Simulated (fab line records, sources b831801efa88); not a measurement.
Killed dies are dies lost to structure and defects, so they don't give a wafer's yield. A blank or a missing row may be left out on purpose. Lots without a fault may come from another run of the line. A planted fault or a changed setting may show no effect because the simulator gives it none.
fab line records | flow sky130
record lots=6 wafers=18 last_day=50
route steps=708 shown VT_ADJUST_LVTN@98
lots that met no fault: from a run of the same line without faults
start_h: hours from the record's first day to the start of the lot's first wafer shown | wait_h: hours since the lot's step before | " the same as in the row above | L1.1+2: a row that stands for several wafers | - no value, or no start given | * or withheld: withheld | < > ~ a bound
route shown NAME@n: a module of which the file shows steps, and the number in the route of the first | usual: mean/standard deviation of fault-free wafers | same: alike in all rows | chamber/n: place in a boat | sites: the reading at each site | _std_site: their standard deviation | _edge_site: outer sites' mean less inner sites' | radius_mm: how far each site lies from the wafer's centre | mask NAME#n: copy n | behind: the tool/chamber that last shaped the wafer | hold: why the lot was held/for how many hours/how that ended | device: the transistor (n, p or np) that didn't switch | end of line: the same wafers' tests at the end of the route | a step without rows: its recipe alone | killed: dies lost to structure and defects at the first sort, not the wafer's yield | map: a wafer's dies, x killed, . not, _ none there
set.NAME: the setting as run; set.NAME@STEP: as run at that earlier step | model.NAME: the simulator's own value behind a step, which no gauge read
lots at some steps of the route; a table a step, a row a wafer
services: from which hour (start_h, from the record's first day; less than 0 if before it) a tool's chamber was out of use, for how many hours, and why
## steps
# step SKY_VT_ADJUST_LVTN_HMDS_01
# recipe prime_time_s=60 prime_temp_c=120
# step SKY_VT_ADJUST_LVTN_COAT_02
# recipe spin_rpm=2000 resist_thk_nm=3000
# step SKY_VT_ADJUST_LVTN_SOFTBAKE_03
# recipe temp_c=110 time_s=withheld
# step SKY_VT_ADJUST_LVTN_EXPOSE_04
# recipe mask_id=NWM_COMPLEMENT_LESS_NATIVE na=0.6 source_shape=conventional sigma_outer=0.6 polarization=unpolarized target_cd_nm=840 dose_mj=194
# step SKY_VT_ADJUST_LVTN_PEB_05
# recipe temp_c=115 time_s=withheld
# step SKY_VT_ADJUST_LVTN_DEVELOP_06
# recipe wall_angle_deg=90 developer=TMAH develop_time_s=60 dev_temp_c=23
# step SKY_VT_ADJUST_LVTN_OVL_MEAS_07
# usual VT_ADJUST_LVTN_OVL=0.7/1.3
# columns lot.wafer tool chamber start_h wait_h VT_ADJUST_LVTN_OVL[nm]
L798.2 overlay-02 - 158.93 - -0.8
L798.3 " - " " -0.7
L798.4 " - " " -0.6
L805.1 overlay-01 - 192.62 - 1.0
L805.3 " - " " 1.4
L805.4 " - " " 1.9
L806.1 overlay-01 - 205.01 - -0.5
L806.3 " - " " -0.2
L806.5 " - " " 0.2
L807.2 overlay-02 - 208.18 - 1.2
L807.5 " - " " 2.6
L807.6 " - " " 1.1
L819.1 overlay-02 - 296.61 - 1.3
L819.3 " - " " 0.1
L819.4 " - " " 1.0
L820.1 overlay-02 - 297.34 - 2.0
L820.5 " - " " 1.9
L820.6 " - " " 2.7
# step SKY_VT_ADJUST_LVTN_IMPLANT_08
# recipe species=B energy_kev=30 dose_cm2=1.57e+12 tilt_deg=withheld
# step SKY_VT_ADJUST_LVTN_STRIP_09
# recipe chemistry=O2/N2 power_w=1400 pressure_mtorr=1500 platen_temp_c=withheld o2_flow_sccm=3000 n2_flow_sccm=300 overash_fraction=0.5
# usual drypump_motor_current_A=5.6/0.43 oes_product_au=0.723/0.0043 strip_time_to_endpoint_s=36.92/0.11
# columns lot.wafer tool chamber start_h wait_h drypump_motor_current_A oes_product_au rf_hours_counter_h strip_time_to_endpoint_s
L798.2 plasma_asher-01 0 159.11 0.1 5.3 0.718 38 36.85
L798.3 " 0 " " 5.3 0.718 - 36.74
L798.4 " 1 " " 6.3 0.716 - 36.84
L805.1 plasma_asher-04 1 192.81 0.1 5.1 0.728 54 37.09
L805.3 " 0 " " 5.8 0.722 - 37.05
L805.4 " 1 " " 5.1 0.716 - 37.05
L806.1 plasma_asher-01 1 205.19 0.1 6.3 0.720 42 36.95
L806.3 " 0 " " 5.3 0.718 - 36.94
L806.5 " 0 " " 5.3 0.729 - 36.84
L807.2 plasma_asher-01 1 208.36 0.1 6.3 0.731 42 36.93
L807.5 " 0 " " 5.3 0.721 - 36.89
L807.6 " 1 " " 6.3 0.725 - 36.89
L819.1 plasma_asher-04 0 296.79 0.1 5.7 0.720 64 36.85
L819.3 " 1 " " 5.1 0.720 - 36.83
L819.4 " 0 " " 5.8 0.721 - 36.92
L820.1 plasma_asher-04 0 297.52 0.1 5.7 0.726 64 36.96
L820.5 " 1 " " 5.1 0.718 - 36.85
L820.6 " 0 " " 5.7 0.727 - 37.09
# step SKY_VT_ADJUST_LVTN_TW_MEAS_10
# usual VT_ADJUST_LVTN_TW=240/3
# columns lot.wafer tool chamber start_h wait_h VT_ADJUST_LVTN_TW
L798.2 film_metro-04 - 159.22 0.1 236
L798.3 " - " " 236
L798.4 " - " " 236
L805.1 film_metro-01 - 192.91 0.1 241
L805.3 " - " " 239
L805.4 " - " " 240
L806.1 film_metro-04 - 205.29 0.1 239
L806.3 " - " " 239
L806.5 " - " " 240
L807.2 film_metro-03 - 208.47 0.1 244
L807.5 " - " " 245
L807.6 " - " " 243
L819.1 film_metro-03 - 296.89 0.1 245
L819.3 " - " " 246
L819.4 " - " " 245
L820.1 film_metro-04 - 297.62 0.1 240
L820.5 " - " " 238
L820.6 " - " " 239
# step SKY_VT_ADJUST_LVTN_DEHYDRATE_11
# recipe temp_c=200 time_s=60
# step SKY_VT_ADJUST_LVTN_HMDS_12
# recipe prime_time_s=60 prime_temp_c=120
# step SKY_VT_ADJUST_LVTN_COAT_13
# recipe resist=NOVOLAK spin_rpm=3000 resist_thk_nm=1140
# usual spin_speed_rpm=3000.2/1.7
# columns lot.wafer tool chamber start_h wait_h spin_speed_rpm model.NOVOLAK_of_VT_ADJUST_LVTN_COAT_13.thk_nm
L798.2 litho_track-02 0 168.53 0.1 2997.4 1144
L798.3 " 0 " " 2998.4 1142
L798.4 " 0 " " 3000.1 1146
L805.1 litho_track-04 0 203.27 0.1 3000.5 1140
L805.3 " 0 " " 3001.3 1145
L805.4 " 0 " " 3000.4 1137
L806.1 litho_track-04 0 215.37 0.1 2949.5 1148
L806.3 " 0 " " 2948.6 1151
L806.5 " 0 " " 2950.8 1146
L807.2 litho_track-04 0 219.85 0.1 2949.8 1149
L807.5 " 0 " " 2950.2 1151
L807.6 " 0 " " 2951.0 1150
L819.1 litho_track-02 0 309.11 0.1 3000.4 1142
L819.3 " 0 " " 2999.4 1142
L819.4 " 0 " " 2999.8 1138
L820.1 litho_track-04 0 309.77 0.1 2999.6 1141
L820.5 " 0 " " 2999.7 1140
L820.6 " 0 " " 3002.0 1144
# step SKY_VT_ADJUST_LVTN_SOFTBAKE_14
# recipe temp_c=90 time_s=60 resist=NOVOLAK
# step SKY_VT_ADJUST_LVTN_EXPOSE_15
# recipe mask_id=HVN_STD_DERIVED na=0.6 source_shape=conventional sigma_outer=0.6 polarization=unpolarized target_cd_nm=600 dose_mj=163
# step SKY_VT_ADJUST_LVTN_PEB_16
# recipe temp_c=withheld time_s=* resist=NOVOLAK
# step SKY_VT_ADJUST_LVTN_DEVELOP_17
# recipe resist=NOVOLAK developer=TMAH develop_time_s=60 dev_temp_c=23
# columns lot.wafer tool chamber start_h wait_h model.NOVOLAK_of_VT_ADJUST_LVTN_COAT_13.thk_nm
L798.2 litho_track-02 0 179.28 0.1 1144
L798.3 " 0 " " 1141
L798.4 " 0 " " 1145
L805.1 litho_track-04 0 213.47 0.1 1140
L805.3 " 0 " " 1144
L805.4 " 0 " " 1136
L806.1 litho_track-04 0 226.57 0.1 1148
L806.3 " 0 " " 1150
L806.5 " 0 " " 1145
L807.2 litho_track-04 0 230.20 0.1 1149
L807.5+6 " 0 " " 1150
L819.1 litho_track-01 0 322.24 0.1 1142
L819.3 " 0 " " 1141
L819.4 " 0 " " 1138
L820.1 litho_track-04 0 323.52 0.1 1141
L820.5 " 0 " " 1139
L820.6 " 0 " " 1144
# step SKY_VT_ADJUST_LVTN_OVL_MEAS_18
# usual VT_ADJUST_LVTN_01_OVL=0.6/1.4
# columns lot.wafer tool chamber start_h wait_h VT_ADJUST_LVTN_01_OVL[nm]
L798.2 overlay-02 - 179.41 0.1 1.7
L798.3 " - " " 0.3
L798.4 " - " " 1.5
L805.1 overlay-01 - 213.62 0.1 0.5
L805.3 " - " " 1.2
L805.4 " - " " 1.7
L806.1 overlay-01 - 226.72 0.1 -2.7
L806.3 " - " " -1.5
L806.5 " - " " 0.0
L807.2 overlay-02 - 230.33 0.1 1.8
L807.5 " - " " 1.2
L807.6 " - " " 1.8
L819.1 overlay-02 - 322.39 0.1 0.1
L819.3 " - " " 0.5
L819.4 " - " " 1.5
L820.1 overlay-02 - 323.67 0.1 -0.7
L820.5 " - " " 2.7
L820.6 " - " " 1.2
## services
# columns tool chamber start_h hours kind
litho_track-04 - 141.32 - consumable_replace:filter
litho_track-04 - 149.40 - consumable_replace:filter
plasma_asher-01 - 179.45 4.0 repair
plasma_asher-04 - 292.24 2.8 repair
## key
first_sign step=SKY_VT_ADJUST_LVTN_COAT_13 reading=spin_speed_rpm direction=down sigmas=30 usual=3000.2 struck=2950.0
effect none on later readings
model_effect step=SKY_VT_ADJUST_LVTN_COAT_13 value=NOVOLAK_of_VT_ADJUST_LVTN_COAT_13.thk_nm without=1139 struck=1149
model_effect step=SKY_VT_ADJUST_LVTN_DEVELOP_17 value=NOVOLAK_of_VT_ADJUST_LVTN_COAT_13.thk_nm without=1139 struck=1149
met_at SKY_VT_ADJUST_LVTN_COAT_13
struck_wafers L806.1,L806.3,L806.5,L807.2,L807.5,L807.6
tester_left_out L806,L807
onset_between 203.27 215.37
fault kind=process_parameter_drift tool=litho_track-04 chamber=- onset_h=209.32 steps=SKY_VT_ADJUST_LVTN_COAT_13 channel=spin_rpm offset=-50.777 shape=step end_h=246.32 acts_in=these_recipes_only stated=3000
# tester_left_out: of these lots the tester's yield and bins aren't shown, on N5 and GAA mostly nor the transistor test; their killed dies are dies lost to structure and defects alone, not to doping, threshold or leakage, so they don't give the yield
